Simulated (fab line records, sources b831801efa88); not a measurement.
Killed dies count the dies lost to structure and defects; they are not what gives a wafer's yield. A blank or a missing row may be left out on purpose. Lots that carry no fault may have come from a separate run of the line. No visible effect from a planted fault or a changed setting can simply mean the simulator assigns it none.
The tool behind it: which one? || flow sky130 || 7 lots, 21 wafers sampled, at 1 step of a route of 708

## WHAT THE GAUGES READ, wafer by wafer
SKY_SONOS_ONO_THK_MEAS_03.
{"lot": "L282", "measured": "day 12 02:14", "on": "film_metro-02", "SONOS_ONO_CVD_02_THK (nm)": "10.60 10.55 10.55"}
{"lot": "L284", "measured": "day 12 15:39", "on": "film_metro-03", "SONOS_ONO_CVD_02_THK (nm)": "10.62 10.46 10.60"}
{"lot": "L287", "measured": "day 13 14:59", "on": "film_metro-03", "SONOS_ONO_CVD_02_THK (nm)": "10.55 10.48 10.51"}
{"lot": "L290", "measured": "day 15 00:08", "on": "film_metro-02", "SONOS_ONO_CVD_02_THK (nm)": "10.31 10.18 10.32"}
{"lot": "L296", "measured": "day 16 15:44", "on": "film_metro-01", "SONOS_ONO_CVD_02_THK (nm)": "10.43 10.50 10.54"}
{"lot": "L298", "measured": "day 17 05:50", "on": "film_metro-01", "SONOS_ONO_CVD_02_THK (nm)": "10.35 10.47 10.42"}
{"lot": "L302", "measured": "day 18 19:53", "on": "film_metro-02", "SONOS_ONO_CVD_02_THK (nm)": "10.60 10.48 10.57"}

## WHICH TOOL RAN EACH LOT (tool, then ch and the chambers of the sampled wafers, then the start)
Record: no process step prior to these readings.

## THE ANSWER, worked out from the rows above alone
Rule: the lots themselves supply what counts as usual. Put in order of their means at a reading, lots are off if they are a third of the lots or fewer, leave a main group of 4 or more, and stand apart from it by a gap of 3 or more times the standard deviation of the main group's means; of several such gaps the widest counts. Not used: any main group whose means are identical at the precision the tables above print for the reading. A lot without any number at a reading at which 4 lots or more have one is off too. The other lots that the step has rows for count as sound.
None of the lots is off at any reading shown; this tells nothing.

## WHAT THE SIMULATOR HAD PUT IN
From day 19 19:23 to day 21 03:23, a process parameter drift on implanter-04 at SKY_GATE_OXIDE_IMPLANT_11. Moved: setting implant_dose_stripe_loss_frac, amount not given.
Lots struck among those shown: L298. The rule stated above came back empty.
